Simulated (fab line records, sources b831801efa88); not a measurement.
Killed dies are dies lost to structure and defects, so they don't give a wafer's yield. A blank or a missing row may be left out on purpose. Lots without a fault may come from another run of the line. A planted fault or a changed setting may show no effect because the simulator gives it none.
Which tool did it? | flow gf180mcu | 14 lots, 42 wafers sampled, at 3 steps of a route of 602

WHAT THE GAUGES READ, wafer by wafer
GF_V4_BOW_MEAS_05. Usual: V4_BOW 134 um, standard deviation 8.5.
lot  | measured     | on            | V4_BOW (um) | flag
L255 | day 23 19:14 | film_metro-04 | 144 132 127 |
L258 | day 24 09:17 | film_metro-01 | 121 122 127 |
L262 | day 25 22:31 | film_metro-04 | 127 131 130 |
L261 | day 25 22:50 | film_metro-01 | 133 131 126 |
L264 | day 26 11:41 | film_metro-01 | 135 125 130 |
L265 | day 27 00:46 | film_metro-04 | 132 125 132 |
L266 | day 27 02:24 | film_metro-04 | 135 125 141 |
L268 | day 28 00:10 | film_metro-02 | 134 132 137 |
L272 | day 29 03:50 | film_metro-01 | 141 135 141 |
L273 | day 29 06:06 | film_metro-04 | 128 142 139 |
L275 | day 29 21:07 | film_metro-02 | 139 145 137 |
L276 | day 29 23:08 | film_metro-01 | 141 126 133 |
L277 | day 30 07:34 | film_metro-01 | 126 135 135 |
L278 | day 30 11:16 | film_metro-01 | 134 134 128 |

WHICH TOOL RAN EACH LOT (tool, then ch and the chambers of the sampled wafers, then the start)
lot  | GF_V3_STRIP_18                       | GF_V3_CMP_26
L255 | plasma_asher-04 ch 0,1, day 22 17:50 | cmp-01 ch 1,2, day 22 18:47
L258 | plasma_asher-02 ch 0,1, day 23 08:25 | cmp-02 ch 0,3, day 23 09:40
L262 | plasma_asher-02 ch 0,1, day 24 22:14 | cmp-02 ch 0,2,3, day 24 23:17
L261 | plasma_asher-01 ch 0,1, day 24 22:35 | cmp-02 ch 0,1,3, day 24 23:58
L264 | plasma_asher-01 ch 0,1, day 25 12:20 | cmp-01 ch 0,3, day 25 13:15
L265 | plasma_asher-04 ch 0,1, day 26 00:53 | cmp-02 ch 0,1,2, day 26 01:49
L266 | plasma_asher-04 ch 0,1, day 26 02:56 | cmp-02 ch 0,2,3, day 26 03:55
L268 | plasma_asher-01 ch 0,1, day 27 00:55 | cmp-02 ch 0,1,3, day 27 01:55
L272 | plasma_asher-01 ch 0,1, day 28 05:17 | cmp-02 ch 0,2,3, day 28 06:19
L273 | plasma_asher-02 ch 0,1, day 28 07:30 | cmp-02 ch 2,3, day 28 08:30
L275 | plasma_asher-02 ch 0,1, day 28 23:09 | cmp-02 ch 0,1,2, day 29 00:07
L276 | plasma_asher-01 ch 0,1, day 29 01:32 | cmp-02 ch 0,2,3, day 29 02:33
L277 | plasma_asher-02 ch 0,1, day 29 09:47 | cmp-02 ch 0,1,2, day 29 10:51
L278 | plasma_asher-04 ch 0,1, day 29 14:12 | cmp-02 ch 1,2,3, day 29 15:10
- GF_V3_STRIP_18: strips in O2/N2.
- GF_V3_CMP_26: polishes, stops on SiO2, t overpolish 15 s, target thk 0 nm.

WHAT THE TOOLS THEMSELVES READ (means of the sampled wafers that have a number; where no wafer has one, the mark that the record gives instead)
GF_V3_STRIP_18. Usual: drypump_motor_current_A 5.6 A, standard deviation 0.39; heater_power_w 341 W, standard deviation 34; o2_flow_sccm 3001 sccm, standard deviation 9; oes_product_au 0.593 a.u., standard deviation 0.0052.
lot  | tool            | drypump_motor_current_A (A) | heater_power_w (W) | o2_flow_sccm (sccm) | oes_product_au (a.u.) | flag
L255 | plasma_asher-04 | 5.8                         | 360                | 3004                | 0.591                 |
L258 | plasma_asher-02 | 5.3                         | 314                | 2994                | 0.596                 |
L262 | plasma_asher-02 | 5.3                         | 315                | 3005                | 0.592                 |
L261 | plasma_asher-01 | 5.6                         | 354                | 2996                | 0.595                 |
L264 | plasma_asher-01 | 5.6                         | 367                | 2999                | 0.586                 |
L265 | plasma_asher-04 | 5.8                         | 357                | 3007                | 0.598                 |
L266 | plasma_asher-04 | 5.6                         | 333                | 3000                | 0.594                 |
L268 | plasma_asher-01 | 5.7                         | 355                | 2999                | 0.589                 |
L272 | plasma_asher-01 | 5.6                         | 379                | 2999                | 0.593                 |
L273 | plasma_asher-02 | 5.3                         | 310                | 3005                | 0.595                 |
L275 | plasma_asher-02 | 5.6                         | 316                | 2998                | 0.597                 |
L276 | plasma_asher-01 | 5.6                         | 377                | 3002                | 0.592                 |
L277 | plasma_asher-02 | 5.6                         | 317                | 2996                | 0.592                 |
L278 | plasma_asher-04 | 5.6                         | 331                | 3004                | 0.588                 |

GF_V3_CMP_26. Usual: edge_zone_pressure_frac 1.000, standard deviation 0.0048; motor_current_A 12.3 A, standard deviation 2.1; overpolish_run_s 14.998 s, standard deviation 0.0093; time_to_endpoint_s 89 s, standard deviation 5.5.
lot  | tool   | edge_zone_pressure_frac | motor_current_A (A) | overpolish_run_s (s) | time_to_endpoint_s (s) | flag
L255 | cmp-01 | 1.007                   | 11.5                | 14.996               | 84                     |
L258 | cmp-02 | 0.996                   | 13.5                | 14.994               | 90                     |
L262 | cmp-02 | 1.001                   | 14.5                | 15.000               | 87                     |
L261 | cmp-02 | 0.998                   | 11.6                | 15.005               | 86                     |
L264 | cmp-01 | 1.002                   | 11.6                | 15.001               | 80                     |
L265 | cmp-02 | 0.997                   | 12.7                | 15.003               | 87                     |
L266 | cmp-02 | 1.003                   | 13.3                | 14.992               | 91                     |
L268 | cmp-02 | 0.998                   | 12.2                | 15.004               | 91                     |
L272 | cmp-02 | 0.995                   | 13.4                | 14.997               | 94                     |
L273 | cmp-02 | 1.003                   | 14.0                | 15.001               | 94                     |
L275 | cmp-02 | 1.002                   | 12.6                | 14.993               | 95                     |
L276 | cmp-02 | 1.002                   | 14.1                | 14.997               | 94                     |
L277 | cmp-02 | 0.995                   | 12.0                | 14.997               | 93                     |
L278 | cmp-02 | 1.000                   | 12.3                | 15.010               | 94                     |

THE ANSWER, worked out from the rows above alone
Rule: a lot is off if the mean of its wafers that have a number lies more than 3 standard deviations from the usual mean. A lot without any number at a reading at which 4 lots or more have one is off too. The other lots that the step has rows for count as sound. The gauges are gone through in route order, then the tools' own readings, and for those a lot's mean is taken as printed above. The first step at which some lot is off is used, and at that step the reading that is off furthest; a lot without a number counts as furthest.
No lot is off at any reading shown: from this, nothing can be told.

WHAT THE SIMULATOR HAD PUT IN
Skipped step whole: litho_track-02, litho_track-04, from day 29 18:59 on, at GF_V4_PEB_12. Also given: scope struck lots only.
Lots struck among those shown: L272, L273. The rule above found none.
